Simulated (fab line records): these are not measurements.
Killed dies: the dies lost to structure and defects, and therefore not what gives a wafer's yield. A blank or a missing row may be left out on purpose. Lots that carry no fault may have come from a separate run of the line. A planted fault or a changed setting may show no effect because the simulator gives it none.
A struck lot beside a sound one :: flow sky130 :: 15 steps out of a route of 708
Sound: wafers L768.1, L768.3, L768.4. Struck: wafer L779.3 (L779.1, L779.6, from the same lot, were not struck and are left out); the cause is given at the end.
Each step with rows lists, per side, the tool, then ch with its chambers, then its first start. Under that, the readings that differ: sound wafers :: struck wafers :: difference of the means :: sigmas: that difference in standard deviations of wafers without a fault.
alike: words and numbers the same on both sides, and readings whose means are apart by under 2 such deviations; not compared: readings that were withheld, readings missing a value for some wafer, numbers with overlapping values and no deviation given by the record, and bounds like >300 which may hide the same value.
Wherever a step has rows on one side only, a row that says differs or no value, or a row with sigmas, the two part there. Non-overlapping numbers with no deviation appear without sigmas and do not part them. Lack of a reading on every wafer of one side parts them only where that side has two or more wafers.

first, 5 steps without rows for these wafers: SKY_VT_ADJUST_PCH_COAT_02 (resist thk 3000 nm); SKY_VT_ADJUST_PCH_SOFTBAKE_03; SKY_VT_ADJUST_PCH_EXPOSE_04 (exposes mask NWM, target cd 840 nm); SKY_VT_ADJUST_PCH_PEB_05; SKY_VT_ADJUST_PCH_DEVELOP_06 (develop time 60 s).
SKY_VT_ADJUST_PCH_OVL_MEAS_07:
  sound: overlay-01 at day 11 08:41; struck: overlay-01 at day 14 16:10
  alike: VT_ADJUST_PCH_OVL
after that, 1 step had no rows for these wafers: SKY_VT_ADJUST_PCH_IMPLANT_08.
SKY_VT_ADJUST_PCH_STRIP_09: strips in O2/N2.
  sound on plasma_asher-04 ch 0,1, day 11 08:53; struck on plasma_asher-04 ch 1, day 14 16:21
reading: chamber_pressure_mTorr (mTorr)
sound: 1497.6 1498.5 1496.9
struck: 1500.9
difference: +3.2
sigmas: +2
  alike: drypump_motor_current_A, o2_flow_sccm, oes_product_au, strip_time_to_endpoint_s
  not compared: rf_hours_counter_h
SKY_VT_ADJUST_PCH_TW_MEAS_10:
  sound: film_metro-03 at day 11 08:59; struck: film_metro-03 at day 14 16:27
  alike: VT_ADJUST_PCH_TW
then, 3 steps without rows for these wafers: SKY_SONOS_TUNNEL_DEHYDRATE_00 (time 60 s); SKY_SONOS_TUNNEL_HMDS_01 (prime time 60 s); SKY_SONOS_TUNNEL_COAT_02 (resist thk 1140 nm).
SKY_SONOS_TUNNEL_SOFTBAKE_03: time 60 s.
  sound on litho_track-01 ch 0, day 11 20:50; struck on litho_track-02 ch 0, day 15 05:34
reading: run_length_s (s)
sound: 89.11 89.25 89.15
struck: 94.65
difference: +5.48
sigmas: +46
  alike: exhaust_pa
then, 1 step without rows for these wafers: SKY_SONOS_TUNNEL_EXPOSE_04 (exposes mask TUNM, target cd 410 nm).
-- record jumps: 34 days separate the struck wafers' starts on either side; left off in module SONOS_TUNNEL, taken up again in module PAD_OPEN, whose first shown step is the route's number 708 --
SKY_PAD_OPEN_PROBE_99:
  sound: prober-01 at day 46 12:13; struck: prober-02 at day 49 05:40
reading: killed_dies
sound: 92 94 88
struck: 68
difference: -23
sigmas: -2
  alike: killed_at_M0_to_M3, killed_at_M4_up, killed_at_contacts, killed_at_front_end, killed_at_other, killed_open, killed_short

## WHERE THEY PART
At SKY_VT_ADJUST_PCH_STRIP_09 first; at SKY_PAD_OPEN_PROBE_99 last (within this record only).

WHY: what had been put in by the simulator
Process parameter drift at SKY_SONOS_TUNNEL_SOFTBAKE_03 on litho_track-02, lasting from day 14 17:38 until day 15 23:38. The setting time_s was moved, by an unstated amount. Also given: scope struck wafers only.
